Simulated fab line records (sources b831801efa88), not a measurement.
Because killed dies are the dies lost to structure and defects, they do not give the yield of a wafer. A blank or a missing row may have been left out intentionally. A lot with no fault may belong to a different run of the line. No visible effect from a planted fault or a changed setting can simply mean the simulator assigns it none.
Problem report, 8D (eight disciplines) form, completed by code | flow gf180mcu | the parts of the form that need people (team, actions taken, sign-off) are left out

1. THE PROBLEM
At GF_V2_CVD_23, chamber-pressure-Torr averages 41.57 Torr over 9 wafers from 3 lots, while fault-free wafers read 40.02 Torr, standard deviation 0.079. Relative to the usual mean, that is a shift of +20 standard deviations.
The step: deposits W, target thk 350 nm, time 104.94 s.
First seen on wafer L280.1, day 27 06:01, on cvd-w-01. The record holds 42 wafers of 14 lots with a number at this step. Rule for "out" (also "out of limits"): further than 4 standard deviations from the usual mean. All remaining wafers that have a number are taken as sound.

2. WHAT IT IS AND WHAT IT IS NOT
question                    | is                     | is not
which readings at this step | chamber-pressure-Torr  | heater-power-w
which lots                  | L280, L281, L283       | L261, L262, L263, L264, L265, L267, L268, L273, L274, L275, L278
which wafers of those lots  | all that have a number | -
read on which tools         | cvd-w-01               | cvd-w-02
when                        | from day 27 06:01      | up to then (33 sound wafers)

3. THE SUSPECTS, EACH WITH WHAT RULES IT OUT
Counting: a tool at any process step up to the reading remains a suspect when it ran all the lots that are out and ran no sound lot after the first of those.
- cvd-w-01 at GF_V2_CVD_23 (deposits W, target thk 350 nm, time 104.94 s): kept. It ran every lot that is out, first L280 (day 27 06:01), and no sound lot after that; its last sound lot up to then is L278 (day 26 22:28). On those wafers its own readings are out: chamber-pressure-Torr.
Left after counting: cvd-w-01 at GF_V2_CVD_23.

4. THE CAUSE (what the simulator had put in)
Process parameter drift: cvd-w-01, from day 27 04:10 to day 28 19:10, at GF_V2_CVD_23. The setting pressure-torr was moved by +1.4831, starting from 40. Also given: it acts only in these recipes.
Only this tool survived the counting.

5. SEQUENCE OF EFFECTS, ordered by route
One row per reading whose mean, taken over the struck wafers that have a number, lies over 3 standard deviations from the usual. Readings are gone through only where the record gives a usual standard deviation; hours: the median, over the lots, of the time from a lot's start at the first step in this table giving one to that lot's start at this step; sigmas: the change measured in usual standard deviations.
hours | step         | reading               | usual      | on struck wafers | change | sigmas
0     | GF_V2_CVD_23 | chamber-pressure-Torr | 40.02 Torr | 41.57            | +1.55  | +20
It contains these process steps:
- GF_V2_CVD_23: deposits W, target thk 350 nm, time 104.94 s.

6. WHAT WOULD HAVE CAUGHT IT SOONER
First out-of-limits reading in this record: day 27 06:01, which is 2 hours after fault onset at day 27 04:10.
